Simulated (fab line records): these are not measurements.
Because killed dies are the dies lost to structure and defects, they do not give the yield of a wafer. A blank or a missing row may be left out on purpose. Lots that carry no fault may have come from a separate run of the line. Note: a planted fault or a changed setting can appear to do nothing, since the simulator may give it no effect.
fab line records    flow sky130    part 2 of 2: steps 33 to 41 of 41
record: lots: 5  wafers: 15  lastDay: 50
route steps=708 shown METAL3@533 CAPM@537 VIA3@573
lots with no fault: from the same line, run without faults
startH: the number of hours between the record's first day and the start of the first shown wafer of the lot    waitH: hours from the lot's prior step to this one    " identical to the entry in the row above    L1.1+2: a row that stands for several wafers    - no value, or no start was given    * or withheld: withheld    < > ~ a bound
route shown NAME@n: NAME is a module with steps in the file, n the number in the route of the first one    usual: mean/standard deviation taken from wafers without a fault    same: alike in all rows    chamber/n: place in a boat    sites: readings site by site    _std_site: standard deviation across them    _edge_site: inner sites' mean taken away from outer sites' mean    radiusMm: for every site, how far away it sits from the centre of the wafer    mask NAME#n: copy n    behind: the tool/chamber that last shaped the wafer    hold: why the lot was held/for how many hours/how that ended    device: the transistor (n, p or np) that didn't switch    end of line: tests of these same wafers at the route's end    a step given without rows: its recipe and nothing more    killed: the dies lost at the first sort to structure and to defects; this is not the yield of the wafer    map: shows each die of a wafer: x if killed, . if not, _ if none is there
set.NAME: the run value of the setting; set.NAME@STEP: its run value at that earlier step    model.NAME: the simulator's own value behind a step, which no gauge read
lots at some steps of the route; a table a step, a row a wafer
services: a tool's chamber out of use, with start hour (startH, from the record's first day; less than 0 if before it), hours out, and reason
== steps ==
step: SKY_METAL3_DESCUM_15
recipe: chemistry: O2  sourcePowerW: 150  biasPowerW: 0  pressureMtorr: 10  tempC: 40  timeS: 8
usual: drypumpMotorCurrentA: 6.0/0.54  oesProductAu: 1.000/0.0092
lot.wafer  tool         chamber  startH   waitH  drypumpMotorCurrentA  oesProductAu  rfHoursCounterH
L077.1     rieMetal-04  1        919.87   0.0    5.2                   1.007         2
L077.2     "            0        "        "      5.6                   1.011         7
L077.3     "            0        "        "      5.6                   1.000         -
L079.3     rieMetal-02  0        936.63   0.0    6.2                   1.005         -
L079.4     "            1        "        "      6.7                   0.980         -
L079.5     "            0        "        "      6.2                   0.993         -
L085.1     rieMetal-01  1        976.33   0.0    6.5                   1.019         13
L085.2     "            0        "        "      5.5                   1.001         3
L085.4     "            1        "        "      6.4                   1.022         -
L089.2     rieMetal-04  0        1002.63  0.0    5.6                   0.993         12
L089.4     "            1        "        "      5.2                   0.997         -
L089.6     "            1        "        "      5.2                   1.001         -
L096.1     rieMetal-02  0        1047.78  0.0    6.2                   0.995         13
L096.3     "            0        "        "      6.2                   0.993         -
L096.4     "            1        "        "      6.7                   1.002         -
step: SKY_METAL3_ETCH_16
recipe: chemistry: N2/H2  target: BARC  ionEnergyEv: 200  biasW: 100  pressureMtorr: 30  n2FlowSccm: 100  h2FlowSccm: 200  icpW: 500  stopOn: SiO2  timeS: 88.2  targetDepthA: 600
usual: drypumpMotorCurrentA: 6.0/0.54  oesProductAu: 0.624/0.005  throttleValvePct: 13.203/0.0095
lot.wafer  tool         chamber  startH   waitH  drypumpMotorCurrentA  oesProductAu  rfHoursCounterH  throttleValvePct
L077.1     rieMetal-04  1        919.91   0.0    5.2                   0.620         2                13.206
L077.2     "            0        "        "      5.6                   0.623         7                13.206
L077.3     "            0        "        "      5.6                   0.629         -                13.198
L079.3     rieMetal-02  0        936.69   0.0    6.2                   0.624         -                13.208
L079.4     "            1        "        "      6.7                   0.625         -                13.209
L079.5     "            0        "        "      6.2                   0.619         -                13.181
L085.1     rieMetal-01  1        976.36   0.0    6.4                   0.620         13               13.220
L085.2     "            0        "        "      5.5                   0.627         3                13.177
L085.4     "            1        "        "      6.4                   0.629         -                13.217
L089.2     rieMetal-04  0        1002.66  0.0    5.6                   0.626         12               13.206
L089.4     "            1        "        "      5.2                   0.621         -                13.202
L089.6     "            1        "        "      5.2                   0.629         -                13.213
L096.1     rieMetal-02  0        1047.81  0.0    6.2                   0.627         13               13.195
L096.3     "            0        "        "      6.2                   0.632         -                13.208
L096.4     "            1        "        "      6.7                   0.625         -                13.194
step: SKY_METAL3_ETCH_17
recipe: target: SiO2  stopOn: TiN  chemistry: C4F8/O2/Ar  sourceW: 1500  biasW: 1200  pressureMtorr: 40  c4f8FlowSccm: withheld  O2_flow_sccm: 6  Ar_flow_sccm: 300  timeS: 3.9  targetDepthA: 150
usual: oesProductAu: 0.756/0.0073
lot.wafer  tool        chamber  startH   waitH  oesProductAu  rfHoursCounterH
L077.1     rieDiel-04  3        920.00   0.1    0.743         21
L077.2     "           0        "        "      0.762         17
L077.3     "           1        "        "      0.767         7
L079.3     rieDiel-04  2        936.75   0.0    0.762         20
L079.4     "           3        "        "      0.759         22
L079.5     "           0        "        "      0.768         -
L085.1     rieDiel-03  2        976.46   0.1    0.763         1
L085.2     "           0        "        "      0.756         14
L085.4     "           3        "        "      0.761         25
L089.2     rieDiel-03  1        1002.76  0.1    0.763         19
L089.4     "           2        "        "      0.765         2
L089.6     "           1        "        "      0.769         -
L096.1     rieDiel-04  2        1047.91  0.1    0.751         24
L096.3     "           3        "        "      0.753         25
L096.4     "           1        "        "      0.749         11
step: SKY_METAL3_METAL_ETCH_18
recipe: targetDepthA: 8450  stopOn: SiO2  overEtchFrac: 0.3  timeS: 183.1  chemistry: Cl2/BCl3  resistSidewallDeg: 88  pressureMtorr: 10  icpW: 900  biasW: 48.5  Cl2_flow_sccm: 60  bcl3FlowSccm: 30
usual: drypumpMotorCurrentA: 6.0/0.51  oesProductAu: 0.864/0.0056  throttleValvePct: 22.264/0.0091
lot.wafer  tool         chamber  startH   waitH  drypumpMotorCurrentA  oesProductAu  rfHoursCounterH  throttleValvePct
L077.1     rieMetal-01  1        920.02   0.0    6.4                   0.855         10               22.270
L077.2     "            0        "        "      5.5                   0.861         0                22.254
L077.3     "            1        "        "      6.4                   0.869         -                22.259
L079.3     rieMetal-04  0        936.83   0.1    5.6                   0.873         -                22.267
L079.4     "            1        "        "      5.2                   0.874         -                22.265
L079.5     "            1        "        "      5.2                   0.863         -                22.252
L085.1     rieMetal-02  0        976.48   0.0    6.2                   0.876         8                22.276
L085.2     "            1        "        "      6.7                   0.858         16               22.261
L085.4     "            0        "        "      6.2                   0.859         -                22.271
L089.2     rieMetal-01  1        1002.78  0.0    6.4                   0.863         14               22.246
L089.4     "            1        "        "      6.4                   0.860         -                22.275
L089.6     "            0        "        "      5.4                   0.857         -                22.246
L096.1     rieMetal-01  1        1047.93  0.0    6.4                   0.871         17               22.261
L096.3     "            1        "        "      6.4                   0.866         -                22.269
L096.4     "            0        "        "      5.5                   0.872         -                22.279
step: SKY_METAL3_STRIP_19
recipe: chemistry: O2/N2  powerW: 1400  pressureMtorr: 1500  platenTempC: withheld  o2FlowSccm: 3000  n2FlowSccm: 300  overashFraction: 0.5
usual: drypumpMotorCurrentA: 6.0/0.55  oesProductAu: 0.500/0.0053  stripTimeToEndpointS: 6.49/0.081
lot.wafer  tool            chamber  startH   waitH  drypumpMotorCurrentA  oesProductAu  rfHoursCounterH  stripTimeToEndpointS
L077.1     plasmaAsher-02  0        920.20   0.1    6.2                   0.504         108              6.48
L077.2     "               1        "        "      5.9                   0.501         108              6.55
L077.3     "               1        "        "      6.0                   0.508         -                6.47
L079.3     plasmaAsher-03  1        936.98   0.1    6.3                   0.503         -                6.55
L079.4     "               0        "        "      6.6                   0.503         -                6.52
L079.5     "               0        "        "      6.6                   0.504         -                6.57
L085.1     plasmaAsher-03  1        976.66   0.1    6.3                   0.493         24               6.51
L085.2     "               0        "        "      6.6                   0.503         24               6.62
L085.4     "               1        "        "      6.3                   0.503         -                6.54
L089.2     plasmaAsher-02  1        1002.96  0.1    6.0                   0.495         117              6.32
L089.4     "               0        "        "      6.2                   0.499         -                6.37
L089.6     "               1        "        "      6.0                   0.501         -                6.56
L096.1     plasmaAsher-03  0        1048.11  0.1    6.6                   0.500         31               6.43
L096.3     "               1        "        "      6.3                   0.490         -                6.35
L096.4     "               0        "        "      6.6                   0.497         -                6.62
step: SKY_METAL3_STRIP_20
recipe: chemistry: postEtchResidueRemover  timeS: 1200  tempC: 72.5
lot.wafer   tool         chamber  startH   waitH
L077.1+2+3  wetBench-01  3        920.30   0.1
L079.3+4+5  wetBench-01  0        937.05   0.0
L085.1+2+4  wetBench-02  1        976.76   0.1
L089.2+4+6  wetBench-04  0        1003.06  0.1
L096.1+3+4  wetBench-04  0        1048.21  0.1
step: SKY_METAL3_CLEAN_21
recipe: chemistry: IPA  timeS: 180  tempC: 25
lot.wafer   tool         chamber  startH   waitH
L077.1+2+3  wetBench-04  1        920.64   0.0
L079.3+4+5  wetBench-02  2        937.39   0.0
L085.1+2+4  wetBench-04  0        977.10   0.0
L089.2+4+6  wetBench-02  3        1003.43  0.0
L096.1+3+4  wetBench-01  2        1048.89  0.0
step: SKY_METAL3_CLEAN_22
recipe: chemistry: O3/DIW  dry: n2Spin
lot.wafer   tool         chamber  startH   waitH
L077.1+2+3  wetBench-02  1        920.71   0.0
L079.3+4+5  wetBench-01  0        937.45   0.0
L085.1+2+4  wetBench-02  3        977.16   0.0
L089.2+4+6  wetBench-01  3        1003.50  0.0
L096.1+3+4  wetBench-04  3        1048.95  0.0
step: SKY_VIA3_HDPCVD_00
recipe: material: SiO2  targetThkNm: 1635  sigmaOpenFrac: 0.3  timeS: 272.5  tempC: 400  sih4FlowSccm: 60  pressureMtorr: 6
usual: sih4FlowSccm: 60.00/0.19
lot.wafer  tool       chamber  startH   waitH  sih4FlowSccm
L077.1     hdpcvd-01  1        920.81   0.0    59.80
L077.2     "          2        "        "      59.80
L077.3     "          0        "        "      60.17
L079.3     hdpcvd-01  2        937.54   0.0    59.92
L079.4     "          2        "        "      59.89
L079.5     "          1        "        "      60.14
L085.1     hdpcvd-01  0        977.25   0.0    59.89
L085.2     "          2        "        "      60.23
L085.4     "          0        "        "      60.03
L089.2     hdpcvd-01  0        1003.59  0.0    60.05
L089.4     "          0        "        "      59.63
L089.6     "          2        "        "      60.06
L096.1     hdpcvd-01  0        1049.13  0.0    60.01
L096.3     "          2        "        "      59.94
L096.4     "          0        "        "      59.93
== services ==
tool             chamber  startH   hours  kind
rieDiel-04       2        851.78   5.5    repair
pvdSputter-02    -        853.56   1.4    repair
rieDiel-04       -        861.51   0.7    repair
krfScanner-01    -        862.43   0.3    repair
rieMetal-04      1        868.52   7.3    repair
pvdSputter-01    -        878.99   1.3    repair
hdpcvd-01        1        883.34   1.7    repair
hdpcvd-01        -        887.16   0.8    repair
pvdSputter-01    -        908.66   1.5    repair
plasmaAsher-02   -        923.70   1.6    repair
plasmaAsher-02   -        923.72   0.9    repair
ilineStepper-02  -        928.60   4.3    pm
pvdSputter-02    -        942.76   0.7    repair
plasmaAsher-03   -        961.75   1.2    repair
ilineStepper-02  -        967.05   1.7    pm
rieMetal-01      -        969.68   0.5    repair
rieMetal-04      -        970.30   2.2    repair
krfScanner-01    -        974.81   1.0    pm
krfScanner-01    -        975.81   3.6    pm
krfScanner-01    -        981.56   0.8    pm
rieDiel-04       3        992.55   2.8    repair
krfScanner-01    -        994.96   1.3    pm
rieMetal-01      -        1024.27  3.6    repair
rieMetal-01      0        1030.09  1.1    repair
